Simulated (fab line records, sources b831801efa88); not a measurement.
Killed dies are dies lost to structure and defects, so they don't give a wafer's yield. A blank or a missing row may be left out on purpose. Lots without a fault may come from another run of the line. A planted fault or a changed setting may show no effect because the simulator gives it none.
Chamber matching | flow gf180mcu | GF_CONTACT_CMP_04 on cmp-01: 4 sister chambers
The step polishes SiO2. 4 wafers are shown with their chamber, then 8 later ones without.

WAFERS WITH THEIR CHAMBER
wafer  | chamber | motor_current_A (A)
L154.5 | 0       | 12.3
L162.4 | 3       | 9.3
L162.6 | 1       | 11.7
L165.1 | 2       | 13.7

WAFERS WITHOUT THEIR CHAMBER
wafer  | motor_current_A (A)
L165.3 | 11.8
L165.4 | 12.0
L169.1 | 14.1
L169.5 | 13.9
L169.6 | 11.5
L170.1 | 12.3
L170.3 | 11.4
L170.6 | 11.6

WHICH CHAMBER EACH WENT THROUGH
wafer  | from the rows above     | in truth
L165.3 | can't be placed: 1 or 0 | 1
L165.4 | can't be placed: 0 or 1 | 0
L169.1 | 2                       | 2
L169.5 | 2                       | 2
L169.6 | 1                       | 1
L170.1 | 0                       | 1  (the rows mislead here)
L170.3 | 1                       | 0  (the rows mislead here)
L170.6 | 1                       | 1
Placed correctly: 4 of 8. Can't be placed from these rows: 2 (the true chamber is among the candidates in 2). Placed wrongly: 2.
How it was worked out, from the rows above alone: a wafer's distance from a chamber is the root of the sum, over the readings, of the square of ((its reading less the chamber's mean) divided by the reading's scatter). The wafer belongs to the nearest chamber; if the next one is less than 2 further off, it can't be placed. A chamber's mean is the mean of its shown wafers. The scatter: with one shown wafer a chamber, the root of the mean of the squares of how far each hidden wafer lies from its nearest shown one.
